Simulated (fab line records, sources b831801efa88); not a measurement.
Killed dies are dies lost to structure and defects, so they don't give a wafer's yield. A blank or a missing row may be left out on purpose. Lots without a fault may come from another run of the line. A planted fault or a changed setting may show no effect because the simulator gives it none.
A struck lot beside a sound one | flow sky130 | 17 steps out of a route of 708
Sound: wafers L432.1, L432.2, L432.4. Struck: wafer L440.3. (L440.2 of the same lot was not struck and is left out.) The cause comes at the end.
At each step with rows: each side's tool, then ch and its chambers, then its first start. Under that, the readings that differ: sound wafers | struck wafers | difference of the means | sigmas: that difference in standard deviations of wafers without a fault.
alike: readings whose means differ by less than 2 such deviations, and words and numbers that are the same on both sides. not compared: withheld readings, readings that some wafer has no value for, bounds like >300 that may hide the same value, and numbers for which the record gives no deviation and whose values overlap.
The two part at a step that has a row with sigmas, a row that says differs or no value, or rows on one side only. Numbers that don't overlap but have no deviation are shown without sigmas and don't part them. A reading that every wafer of one side lacks parts them only if that side has two wafers or more.

first, 2 steps without rows for these wafers: SKY_NWELL_IMPLANT_12; SKY_NWELL_IMPLANT_13.
SKY_NWELL_STRIP_14: strips in O2/N2.
  sound on plasma_asher-04 ch 0,1, day 6 19:41; struck on plasma_asher-03 ch 1, day 8 12:52
  alike: drypump_motor_current_A, n2_flow_sccm, oes_product_au, strip_time_to_endpoint_s
  not compared: rf_hours_counter_h
SKY_NWELL_TW_MEAS_15:
  sound on film_metro-01, day 6 19:47; struck on film_metro-04, day 8 12:58
  alike: NWELL_TW
then, 7 steps without rows for these wafers: SKY_NWELL_DEHYDRATE_16 (time 60 s); SKY_NWELL_HMDS_17 (prime time 60 s); SKY_NWELL_COAT_18 (resist thk 3000 nm); SKY_NWELL_SOFTBAKE_19; SKY_NWELL_EXPOSE_20 (exposes mask NWM COMPLEMENT, target cd 840 nm); SKY_NWELL_PEB_21; SKY_NWELL_DEVELOP_22 (develop time 60 s).
SKY_NWELL_OVL_MEAS_23:
  sound on overlay-01, day 7 14:43; struck on overlay-01, day 9 09:05
  reading           | sound          | struck | difference | sigmas
  NWELL_01_OVL (nm) | -0.8 -0.8 -0.9 | 1.8    | +2.6       | +2
SKY_NWELL_IMPLANT_24:
  sound on implanter-01 ch 0, day 7 14:46; struck on implanter-01 ch 0, day 9 09:08
  reading            | sound             | struck | difference | sigmas
  beam_on_s (s)      | 10.53 10.18 10.05 | 7.60   | -2.65      | -13
  faraday_current_uA | 49.4 51.1 51.8    | 68.2   | +17.4      | +16
  alike: end_station_pressure_torr
SKY_NWELL_STRIP_25: strips in O2/N2.
  sound on plasma_asher-01 ch 0,1, day 7 14:55; struck on plasma_asher-03 ch 1, day 9 09:16
  alike: drypump_motor_current_A, n2_flow_sccm, oes_product_au, strip_time_to_endpoint_s
  not compared: rf_hours_counter_h
SKY_NWELL_TW_MEAS_26:
  sound on film_metro-04, day 7 15:01; struck on film_metro-04, day 9 09:22
  reading    | sound       | struck | difference | sigmas
  NWELL_2_TW | 505 505 507 | 468    | -38        | -9
then, 1 step without rows for these wafers: SKY_NWELL_CLEAN_27 (cleans in SC1/SC2, time 150 s).
-- the record jumps here: 40 days lie between the struck wafers' starts before and after (it left off in module NWELL and takes up again in module PAD_OPEN, whose first step shown is number 708 of the route) --
SKY_PAD_OPEN_PROBE_99:
  sound on prober-01, day 47 19:46; struck on prober-02, day 49 08:56
  reading                                    | sound                         | struck    | difference | sigmas
  killed_at_contacts                         | 20 21 24                      | 34        | +12        | +2
  killed_dies                                | 80 78 79                      | 105       | +26        | +3
  killed_open                                | 33 44 37                      | 63        | +25        | +3
  model.etest.pfet_16v.r_on_ohm_um           | 1.577e+04 1.559e+04 1.512e+04 | 1.737e+04 | +1.877e+03 |
  model.etest.res_iso_pwell.rs_ohm_sq        | 3214 3172 2872                | 3976      | +890       |
  model.etest.res_pwell_under_gate.rs_ohm_sq | 2279 2269 2296                | 2738      | +457       |
  model.etest.res_iso_pwell.line_ohm_um      | 1200 1194 1087                | 1518      | +358       |
  model.etest.nfet_16v.r_on_ohm_um           | 1.406e+04 1.418e+04 1.386e+04 | 1.379e+04 | -2.433e+02 |
  model.etest.pfet_16v.drive_ua_um           | 233.9 237.5 241.6             | 213       | -25        |
  model.etest.tip_n_5v.rs_ohm_sq             | 1390 1396 1387                | 1339      | -52        |
  model.etest.res_iso_pwell.width_nm (nm)    | 2638 2659 2652                | 2626      | -24        |
  alike: killed_at_M0_to_M3, killed_at_M4_up, killed_at_front_end, killed_short

WHERE THEY PART
First at SKY_NWELL_OVL_MEAS_23; last, within this record, at SKY_PAD_OPEN_PROBE_99.

WHY: what the simulator had put in
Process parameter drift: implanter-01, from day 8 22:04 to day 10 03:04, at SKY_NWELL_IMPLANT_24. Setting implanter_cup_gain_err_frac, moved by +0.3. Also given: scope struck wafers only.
